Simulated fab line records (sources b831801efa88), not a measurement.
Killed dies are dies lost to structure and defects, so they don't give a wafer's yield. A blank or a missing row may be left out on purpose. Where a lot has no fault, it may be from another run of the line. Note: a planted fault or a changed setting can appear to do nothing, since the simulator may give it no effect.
Chamber matching + flow sky130 + cmp-02 running SKY_FIELD_ISO_CMP_27: 4 sister chambers
The step polishes, stops on Si3N4, t overpolish 16 s, target thk 457.8 nm. 4 wafers are shown with their chamber, then 8 later ones without.

## WAFERS WITH THEIR CHAMBER
| wafer  | chamber | motorCurrentA (A) |
|--------|---------|-------------------|
| L164.5 | 1       | 14.3              |
| L173.5 | 2       | 11.5              |
| L173.6 | 3       | 10.2              |
| L179.1 | 0       | 11.7              |

## WAFERS MISSING THEIR CHAMBER
| wafer  | motorCurrentA (A) |
|--------|-------------------|
| L179.3 | 12.0              |
| L179.5 | 13.5              |
| L180.1 | 14.2              |
| L180.3 | 11.9              |
| L180.6 | 14.4              |
| L181.2 | 13.7              |
| L181.4 | 11.5              |
| L181.6 | 11.9              |

## WHICH CHAMBER EACH WENT THROUGH
| wafer  | from the rows above     | in truth |
|--------|-------------------------|----------|
| L179.3 | can't be placed: 0 or 2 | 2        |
| L179.5 | 1                       | 1        |
| L180.1 | 1                       | 1        |
| L180.3 | can't be placed: 0 or 2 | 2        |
| L180.6 | 1                       | 1        |
| L181.2 | 1                       | 1        |
| L181.4 | can't be placed: 2 or 0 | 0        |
| L181.6 | can't be placed: 0 or 2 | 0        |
Correct placement for 4 of the 8. Unplaceable from these rows: 4, with the true chamber sitting among the candidates in 4. Placed wrongly: 0.
How it was worked out, from the rows above alone: a wafer's distance from a chamber is the root of the sum, over the readings, of the square of ((its reading less the chamber's mean) divided by the reading's scatter). The wafer belongs to the nearest chamber; if the next one is less than 2 further off, it can't be placed. Each chamber's mean is taken over the wafers shown for it. The scatter: root of mean squared gap, hidden wafer to nearest shown wafer, with one shown wafer a chamber.
